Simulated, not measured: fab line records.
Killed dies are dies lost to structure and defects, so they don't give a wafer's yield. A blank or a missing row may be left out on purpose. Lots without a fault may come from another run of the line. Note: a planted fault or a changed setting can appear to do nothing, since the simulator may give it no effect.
One fault seen from 2 desks :: flow sky130 :: only its own numbers are on each desk; what lay behind them is given at the end

== DESK OF THE TOOL OWNER: rieMetal-03 ==
The tool's own readings at SKY_METAL4_ETCH_16 (etches BARC in N2/H2, stops on SiO2, time 88.2 s, target depth 60 nm): means of the sampled wafers that have a number, for each lot that ran on this tool. The brackets show how far a lot's mean lies from the usual mean; more than 4 standard deviations puts the lot out of limits, marked OUT.
Columns: A = biasW at SKY_METAL4_ETCH_16, usual 99.95 W; B = drypumpMotorCurrentA at SKY_METAL4_ETCH_16, usual 5.6 A; C = h2FlowSccm at SKY_METAL4_ETCH_16, usual 199.9 sccm; D = oesProductAu at SKY_METAL4_ETCH_16, usual 0.626 a.u.; E = throttleValvePct at SKY_METAL4_ETCH_16, usual 13.205 %
lot: L560
first seen here: day 45 04:35
A: 99.85
B: 5.9
C: 199.9
D: 0.629
E: 13.202

lot: L563
first seen here: day 46 03:25
A: 102.70 (+9.5) OUT
B: 5.6
C: 200.1
D: 0.630
E: 13.204

lot: L565
first seen here: day 46 12:58
A: 102.94 (+10) OUT
B: 5.6
C: 200.1
D: 0.629
E: 13.209
This desk's verdict: out of limits on L563, L565, starting with L563 at day 46 03:25 (biasW at SKY_METAL4_ETCH_16). In limits: L560.

== THE METROLOGY DESK ==
What the gauges read, lot by lot, whatever tool the lot ran on: means of the sampled wafers that have a number. The brackets show how far a lot's mean lies from the usual mean; more than 4 standard deviations puts the lot out of limits, marked OUT.
Columns: A = cdNm at SKY_METAL4_CD_MEAS_13, usual 299.6 nm; B = METAL4_OVL at SKY_METAL4_OVL_MEAS_14, usual 6 nm
lot: L550
first seen here: day 42 04:44
A: 297.3
B: 1

lot: L558
first seen here: day 44 18:29
A: 300.6
B: 5

lot: L560
first seen here: day 45 04:25
A: 298.4
B: 12

lot: L563
first seen here: day 46 03:14
A: 300.2
B: 9

lot: L565
first seen here: day 46 12:47
A: 299.8
B: 11

lot: L570
first seen here: day 47 16:44
A: 300.9
B: 6
Result from this desk: across the 6 lots, nothing is out of limits.

== PUT TOGETHER ==
The tool owner's desk could have raised an alarm at day 46 03:25, on L563, L565.
At the metrology desk, nothing out of limits was observed.
The metrology desk holds a record of L563, L565, inside its limits.
Every lot named ran SKY_METAL4_ETCH_16 on rieMetal-03.

== WHAT THE SIMULATOR HAD INSERTED ==
rieMetal-03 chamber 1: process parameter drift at SKY_METAL4_ETCH_16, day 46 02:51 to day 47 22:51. Setting biasW, moved by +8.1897, from 100. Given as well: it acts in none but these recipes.
Shown lots that were struck: L563, L565.
Delay in hours, fault start to first out-of-limits reading, by desk: the tool owner's desk at 1.
